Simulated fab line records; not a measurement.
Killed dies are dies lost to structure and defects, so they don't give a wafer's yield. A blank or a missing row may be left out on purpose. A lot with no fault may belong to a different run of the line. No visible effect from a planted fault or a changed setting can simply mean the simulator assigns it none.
fab line records ; flow sky130
record lots=12; wafers=36; last_day=51
route steps=708 shown DNWELL@43 VT_ADJUST_NCORE@126 LDD_N@253
lots that met no fault: from a run of the same line without faults
start_h: start of the lot's first displayed wafer, in hours after the record's first day ; wait_h: hours since the lot's step before ; " identical to the entry in the row above ; L1.1+2: a row that stands for several wafers ; - either no value or no given start ; * or withheld: withheld ; < > ~ a bound
route shown NAME@n: a module of which the file shows steps, and the number in the route of the first ; usual: mean/standard deviation taken from wafers without a fault ; same: alike in all rows ; chamber/n: place in a boat ; sites: each site's reading ; _std_site: the standard deviation of these ; _edge_site: mean of outer sites minus mean of inner sites ; radius_mm: how far each site lies from the wafer's centre ; mask NAME#n: copy n ; behind: the last tool/chamber to shape the wafer ; hold: cause of the lot's hold/its duration in hours/its outcome ; device: which transistor (n, p or np) failed to switch ; end of line: tests run on the same wafers once the route is complete ; a step given without rows: its recipe and nothing more ; killed: dies that structure and defects cost at the first sort, which is not the same as the wafer's yield ; map: a wafer's dies, marking killed ones x, the rest . and places with no die _
set.NAME: the setting that was run; set.NAME@STEP: the one run at that earlier step ; model.NAME: the simulator's own value behind a step, which no gauge read
one table for each step of the route and one row for each wafer, over a sample of lots
services: the hour from which a tool's chamber was out of use, counted from the record's first day as start_h (under 0 if before that day), plus the number of hours and why
## steps
# step SKY_DNWELL_STRIP_08
# recipe chemistry=O2/N2; power_w=1400; pressure_mtorr=1500; platen_temp_c=withheld; o2_flow_sccm=3000; n2_flow_sccm=300; overash_fraction=0.5
# usual drypump_motor_current_A=5.8/0.6; oes_product_au=0.722/0.0048; strip_time_to_endpoint_s=36.96/0.1
lot.wafer;tool;chamber;start_h;wait_h;drypump_motor_current_A;oes_product_au;rf_hours_counter_h;strip_time_to_endpoint_s
L966.1;plasma_asher-03;1;56.15;0.1;6.2;0.728;39;36.71
L966.3;plasma_asher-03;0;56.15;0.1;5.6;0.725;-;36.87
L966.6;plasma_asher-03;1;56.15;0.1;6.3;0.719;-;36.84
L968.3;plasma_asher-04;1;63.98;0.1;6.5;0.723;-;37.04
L968.4;plasma_asher-04;0;63.98;0.1;5.9;0.727;-;37.12
L968.5;plasma_asher-04;0;63.98;0.1;5.9;0.724;-;37.10
L970.1;plasma_asher-02;1;74.25;0.1;4.7;0.719;39;36.79
L970.5;plasma_asher-02;0;74.25;0.1;6.2;0.713;-;36.82
L970.6;plasma_asher-02;1;74.25;0.1;4.7;0.726;-;36.79
L971.4;plasma_asher-02;1;81.00;0.1;4.7;0.720;-;37.01
L971.5;plasma_asher-02;0;81.00;0.1;6.2;0.722;-;37.04
L971.6;plasma_asher-02;1;81.00;0.1;4.7;0.718;-;36.97
L972.2;plasma_asher-03;1;88.05;0.1;6.2;0.725;42;37.11
L972.3;plasma_asher-03;1;88.05;0.1;6.2;0.724;-;36.90
L972.4;plasma_asher-03;0;88.05;0.1;5.6;0.727;-;37.05
L973.1;plasma_asher-02;0;92.56;0.1;6.2;0.719;41;36.98
L973.2;plasma_asher-02;1;92.56;0.1;4.7;0.717;41;37.04
L973.5;plasma_asher-02;0;92.56;0.1;6.2;0.729;-;36.95
L976.2;plasma_asher-02;1;111.30;0.1;4.7;0.734;43;36.88
L976.3;plasma_asher-02;1;111.30;0.1;4.7;0.713;-;36.79
L976.4;plasma_asher-02;0;111.30;0.1;6.2;0.715;-;36.76
L977.3;plasma_asher-02;0;116.14;0.1;6.2;0.719;-;36.96
L977.4;plasma_asher-02;1;116.14;0.1;4.7;0.716;-;36.99
L977.6;plasma_asher-02;1;116.14;0.1;4.7;0.724;-;37.05
L979.3;plasma_asher-04;0;127.34;0.1;5.9;0.717;-;36.94
L979.5;plasma_asher-04;1;127.34;0.1;6.5;0.725;-;36.90
L979.6;plasma_asher-04;0;127.34;0.1;5.9;0.719;-;36.90
L984.1;plasma_asher-03;0;150.60;0.1;5.6;0.727;3;37.01
L984.3;plasma_asher-03;0;150.60;0.1;5.6;0.723;-;37.00
L984.6;plasma_asher-03;0;150.60;0.1;5.6;0.728;-;36.97
L988.1;plasma_asher-03;0;170.35;0.1;5.6;0.721;6;36.88
L988.2;plasma_asher-03;1;170.35;0.1;6.2;0.716;6;36.80
L988.5;plasma_asher-03;1;170.35;0.1;6.2;0.718;-;36.85
L989.2;plasma_asher-04;0;174.01;0.1;5.9;0.718;29;36.95
L989.3;plasma_asher-04;1;174.01;0.1;6.5;0.721;-;36.85
L989.5;plasma_asher-04;1;174.01;0.1;6.5;0.721;-;36.92
# step SKY_VT_ADJUST_NCORE_CD_MEAS_07
# recipe target_cd_nm=380
# usual cd_nm=379.4/2.4
lot.wafer;tool;chamber;start_h;wait_h;cd_nm
L966.1;cd_sem-01;-;189.83;0.1;377.4
L966.3;cd_sem-01;-;189.83;0.1;378.5
L966.6;cd_sem-01;-;189.83;0.1;378.2
L968.3;cd_sem-01;-;201.54;0.1;375.9
L968.4;cd_sem-01;-;201.54;0.1;376.4
L968.5;cd_sem-01;-;201.54;0.1;376.8
L970.1;cd_sem-01;-;214.05;0.1;382.8
L970.5;cd_sem-01;-;214.05;0.1;381.9
L970.6;cd_sem-01;-;214.05;0.1;381.7
L971.4;cd_sem-02;-;224.11;0.1;377.1
L971.5;cd_sem-02;-;224.11;0.1;375.4
L971.6;cd_sem-02;-;224.11;0.1;376.6
L972.2;cd_sem-01;-;230.17;0.1;377.7
L972.3;cd_sem-01;-;230.17;0.1;377.2
L972.4;cd_sem-01;-;230.17;0.1;378.3
L973.1;cd_sem-02;-;236.83;0.1;380.8
L973.2;cd_sem-02;-;236.83;0.1;381.3
L973.5;cd_sem-02;-;236.83;0.1;383.3
L976.2;cd_sem-01;-;260.77;0.1;380.7
L976.3;cd_sem-01;-;260.77;0.1;378.4
L976.4;cd_sem-01;-;260.77;0.1;379.2
L977.3;cd_sem-01;-;271.09;0.1;381.7
L977.4;cd_sem-01;-;271.09;0.1;381.5
L977.6;cd_sem-01;-;271.09;0.1;381.8
L979.3;cd_sem-02;-;286.32;0.1;380.5
L979.5;cd_sem-02;-;286.32;0.1;377.0
L979.6;cd_sem-02;-;286.32;0.1;380.8
L984.1;cd_sem-01;-;317.50;0.1;378.3
L984.3;cd_sem-01;-;317.50;0.1;380.9
L984.6;cd_sem-01;-;317.50;0.1;381.6
L988.1;cd_sem-02;-;345.75;0.1;380.7
L988.2;cd_sem-02;-;345.75;0.1;379.4
L988.5;cd_sem-02;-;345.75;0.1;380.1
L989.2;cd_sem-02;-;352.12;0.1;381.4
L989.3;cd_sem-02;-;352.12;0.1;381.1
L989.5;cd_sem-02;-;352.12;0.1;381.4
# step SKY_VT_ADJUST_NCORE_IMPLANT_09
# recipe species=B; energy_kev=10; dose_cm2=2.4e+12; tilt_deg=withheld
# usual end_station_pressure_torr=5.02e-06/2.5e-07
lot.wafer;tool;chamber;start_h;wait_h;end_station_pressure_torr
L966.1;implanter-01;0;189.99;0.0;5.09e-06
L966.3;implanter-01;0;189.99;0.0;4.97e-06
L966.6;implanter-01;0;189.99;0.0;5.33e-06
L968.3;implanter-02;0;201.71;0.1;4.87e-06
L968.4;implanter-02;0;201.71;0.1;4.9e-06
L968.5;implanter-02;0;201.71;0.1;5.35e-06
L970.1;implanter-02;0;214.20;0.0;4.86e-06
L970.5;implanter-02;0;214.20;0.0;5.14e-06
L970.6;implanter-02;0;214.20;0.0;5.13e-06
L971.4;implanter-01;0;224.28;0.1;5.08e-06
L971.5;implanter-01;0;224.28;0.1;5.36e-06
L971.6;implanter-01;0;224.28;0.1;4.91e-06
L972.2;implanter-02;0;230.33;0.0;5.01e-06
L972.3;implanter-02;0;230.33;0.0;4.73e-06
L972.4;implanter-02;0;230.33;0.0;5.06e-06
L973.1;implanter-03;0;236.99;0.0;4.65e-06
L973.2;implanter-03;0;236.99;0.0;5.03e-06
L973.5;implanter-03;0;236.99;0.0;5.08e-06
L973.1;implanter-03;0;237.45;0.4;5e-06
L973.2;implanter-03;0;237.45;0.4;5.14e-06
L973.5;implanter-03;0;237.45;0.4;4.81e-06
L976.2;implanter-03;0;260.93;0.0;5.02e-06
L976.3;implanter-03;0;260.93;0.0;4.84e-06
L976.4;implanter-03;0;260.93;0.0;4.82e-06
L976.2;implanter-03;0;261.24;0.3;4.87e-06
L976.3;implanter-03;0;261.24;0.3;5.01e-06
L976.4;implanter-03;0;261.24;0.3;4.86e-06
L977.3;implanter-01;0;271.26;0.1;5.12e-06
L977.4;implanter-01;0;271.26;0.1;5.62e-06
L977.6;implanter-01;0;271.26;0.1;5.16e-06
L979.3;implanter-01;0;286.49;0.1;5.06e-06
L979.5;implanter-01;0;286.49;0.1;5.15e-06
L979.6;implanter-01;0;286.49;0.1;5.17e-06
L979.3;implanter-01;0;286.80;0.3;5.38e-06
L979.5;implanter-01;0;286.80;0.3;4.85e-06
L979.6;implanter-01;0;286.80;0.3;5.29e-06
L984.1;implanter-01;0;317.66;0.0;5.65e-06
L984.3;implanter-01;0;317.66;0.0;4.37e-06
L984.6;implanter-01;0;317.66;0.0;4.81e-06
L988.1;implanter-03;0;345.91;0.0;4.95e-06
L988.2;implanter-03;0;345.91;0.0;4.95e-06
L988.5;implanter-03;0;345.91;0.0;5.33e-06
L989.2;implanter-01;0;352.28;0.0;4.7e-06
L989.3;implanter-01;0;352.28;0.0;4.82e-06
L989.5;implanter-01;0;352.28;0.0;4.94e-06
# step SKY_VT_ADJUST_NCORE_TW_MEAS_11
# usual VT_ADJUST_NCORE_TW=221.1/1.7
lot.wafer;tool;chamber;start_h;wait_h;VT_ADJUST_NCORE_TW
L966.1;film_metro-02;-;190.24;0.1;218.9
L966.3;film_metro-02;-;190.24;0.1;219.4
L966.6;film_metro-02;-;190.24;0.1;219.8
L968.3;film_metro-02;-;201.93;0.1;218.9
L968.4;film_metro-02;-;201.93;0.1;220.0
L968.5;film_metro-02;-;201.93;0.1;219.8
L970.1;film_metro-04;-;214.45;0.1;224.1
L970.5;film_metro-04;-;214.45;0.1;224.1
L970.6;film_metro-04;-;214.45;0.1;224.2
L971.4;film_metro-01;-;224.48;0.1;220.4
L971.5;film_metro-01;-;224.48;0.1;220.8
L971.6;film_metro-01;-;224.48;0.1;220.4
L972.2;film_metro-01;-;230.57;0.1;219.5
L972.3;film_metro-01;-;230.57;0.1;220.6
L972.4;film_metro-01;-;230.57;0.1;221.4
L973.1;film_metro-01;-;237.70;0.1;269.2
L973.2;film_metro-01;-;237.70;0.1;268.9
L973.5;film_metro-01;-;237.70;0.1;267.7
L973.1;film_metro-01;-;237.93;0.2;268.7
L973.2;film_metro-01;-;237.93;0.2;269.3
L973.5;film_metro-01;-;237.93;0.2;267.6
L976.2;film_metro-01;-;261.48;0.1;269.2
L976.3;film_metro-01;-;261.48;0.1;269.1
L976.4;film_metro-01;-;261.48;0.1;269.1
L976.2;film_metro-01;-;261.70;0.2;267.4
L976.3;film_metro-01;-;261.70;0.2;269.6
L976.4;film_metro-01;-;261.70;0.2;268.0
L977.3;film_metro-01;-;271.48;0.1;219.4
L977.4;film_metro-01;-;271.48;0.1;218.8
L977.6;film_metro-01;-;271.48;0.1;219.5
L979.3;film_metro-01;-;287.02;0.1;267.8
L979.5;film_metro-01;-;287.02;0.1;267.5
L979.6;film_metro-01;-;287.02;0.1;267.8
L979.3;film_metro-01;-;287.25;0.2;266.9
L979.5;film_metro-01;-;287.25;0.2;267.9
L979.6;film_metro-01;-;287.25;0.2;268.1
L984.1;film_metro-04;-;317.91;0.1;221.4
L984.3;film_metro-04;-;317.91;0.1;222.8
L984.6;film_metro-04;-;317.91;0.1;224.2
L988.1;film_metro-02;-;346.16;0.1;220.4
L988.2;film_metro-02;-;346.16;0.1;221.7
L988.5;film_metro-02;-;346.16;0.1;221.6
L989.2;film_metro-02;-;352.51;0.1;221.1
L989.3;film_metro-02;-;352.51;0.1;218.4
L989.5;film_metro-02;-;352.51;0.1;220.5
# step SKY_LDD_N_STRIP_16
# recipe chemistry=O2/N2; power_w=1400; pressure_mtorr=1500; platen_temp_c=withheld; o2_flow_sccm=3000; n2_flow_sccm=300; overash_fraction=0.5
# usual drypump_motor_current_A=5.8/0.58; oes_product_au=0.408/0.0044; strip_time_to_endpoint_s=4.318/0.014
lot.wafer;tool;chamber;start_h;wait_h;drypump_motor_current_A;oes_product_au;rf_hours_counter_h;strip_time_to_endpoint_s
L966.1;plasma_asher-02;0;421.08;0.1;6.2;0.402;75;4.335
L966.3;plasma_asher-02;1;421.08;0.1;4.7;0.412;-;4.342
L966.6;plasma_asher-02;1;421.08;0.1;4.7;0.407;-;4.333
L968.3;plasma_asher-02;0;434.77;0.1;6.2;0.412;-;4.337
L968.4;plasma_asher-02;1;434.77;0.1;4.7;0.406;-;4.327
L968.5;plasma_asher-02;1;434.77;0.1;4.7;0.407;-;4.336
L970.1;plasma_asher-04;0;458.91;0.1;5.9;0.411;58;4.312
L970.5;plasma_asher-04;1;458.91;0.1;6.5;0.410;-;4.294
L970.6;plasma_asher-04;0;458.91;0.1;5.9;0.411;-;4.317
L971.4;plasma_asher-03;1;463.41;0.1;6.2;0.395;-;4.296
L971.5;plasma_asher-03;0;463.41;0.1;5.6;0.401;-;4.306
L971.6;plasma_asher-03;1;463.41;0.1;6.2;0.402;-;4.317
L972.2;plasma_asher-02;1;472.79;0.1;4.7;0.412;80;4.311
L972.3;plasma_asher-02;1;472.79;0.1;4.7;0.405;-;4.305
L972.4;plasma_asher-02;0;472.79;0.1;6.2;0.402;-;4.316
L973.1;plasma_asher-04;1;481.83;0.1;6.5;0.414;60;4.316
L973.2;plasma_asher-04;0;481.83;0.1;5.9;0.411;60;4.319
L973.5;plasma_asher-04;0;481.83;0.1;5.9;0.408;-;4.304
L976.2;plasma_asher-03;1;515.84;0.1;6.3;0.407;37;4.344
L976.3;plasma_asher-03;0;515.84;0.1;5.6;0.408;-;4.325
L976.4;plasma_asher-03;1;515.84;0.1;6.2;0.407;-;4.332
L977.3;plasma_asher-03;1;529.21;0.1;6.2;0.410;-;4.310
L977.4;plasma_asher-03;0;529.21;0.1;5.6;0.408;-;4.336
L977.6;plasma_asher-03;0;529.21;0.1;5.6;0.411;-;4.326
L979.3;plasma_asher-03;1;542.22;0.1;6.2;0.398;-;4.292
L979.5;plasma_asher-03;1;542.22;0.1;6.2;0.416;-;4.303
L979.6;plasma_asher-03;0;542.22;0.1;5.6;0.403;-;4.323
L984.1;plasma_asher-03;0;580.57;0.1;5.6;0.407;44;4.311
L984.3;plasma_asher-03;0;580.57;0.1;5.6;0.413;-;4.321
L984.6;plasma_asher-03;0;580.57;0.1;5.6;0.405;-;4.323
L988.1;plasma_asher-02;0;606.03;0.1;6.2;0.408;93;4.323
L988.2;plasma_asher-02;1;606.03;0.1;4.7;0.410;93;4.321
L988.5;plasma_asher-02;1;606.03;0.1;4.7;0.412;-;4.328
L989.2;plasma_asher-04;0;615.23;0.1;5.9;0.401;73;4.316
L989.3;plasma_asher-04;0;615.23;0.1;5.9;0.403;-;4.332
L989.5;plasma_asher-04;1;615.23;0.1;6.5;0.415;-;4.327
## services
tool;chamber;start_h;hours;kind
plasma_asher-03;-;88.97;2.8;pm
plasma_asher-03;-;108.75;9.0;pm
implanter-03;-;124.94;4.4;pm
plasma_asher-04;-;157.23;10.0;pm
implanter-01;-;160.28;3.6;repair
plasma_asher-04;-;167.23;3.3;pm
plasma_asher-03;-;182.87;28.1;pm
plasma_asher-02;-;187.87;1.0;repair
implanter-01;-;259.71;4.1;pm
implanter-03;-;277.05;3.2;repair
plasma_asher-03;-;285.26;1.2;repair
plasma_asher-04;-;300.29;2.8;pm
implanter-01;-;319.52;4.9;pm
implanter-01;-;348.33;1.7;repair
plasma_asher-02;-;354.37;0.5;repair
implanter-03;-;388.51;3.7;repair
plasma_asher-02;-;396.97;2.3;repair
implanter-03;-;403.80;1.5;repair
implanter-01;-;424.59;3.8;repair
implanter-03;-;436.85;18.6;repair
plasma_asher-02;-;438.12;1.5;repair
plasma_asher-02;-;487.03;4.3;pm
plasma_asher-04;-;574.31;4.3;pm
plasma_asher-03;-;577.25;0.3;repair
## key
first_sign step=SKY_VT_ADJUST_NCORE_IMPLANT_09; reading=visit; direction=added
effect step=SKY_VT_ADJUST_NCORE_TW_MEAS_11; reading=visit; direction=added
effect step=SKY_VT_ADJUST_NCORE_TW_MEAS_11; reading=VT_ADJUST_NCORE_TW; direction=up; sigmas=28; usual=221.1; struck=268.5
met_at SKY_VT_ADJUST_NCORE_IMPLANT_09
struck_lots L973,L976,L979
tester_left_out L973,L976,L979
not_acting_at SKY_DNWELL_STRIP_08,SKY_VT_ADJUST_NCORE_CD_MEAS_07,SKY_LDD_N_STRIP_16
fault kind=repeated_step_whole; tool=implanter-01,implanter-02,implanter-03; chamber=-; onset_h=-; steps=SKY_VT_ADJUST_NCORE_IMPLANT_09; times=1; scope=struck_lots_only
# tester_left_out: of these lots the tester's yield and bins aren't shown, on N5 and GAA mostly nor the transistor test; their killed dies are dies lost to structure and defects alone, not to doping, threshold or leakage, so they don't give the yield
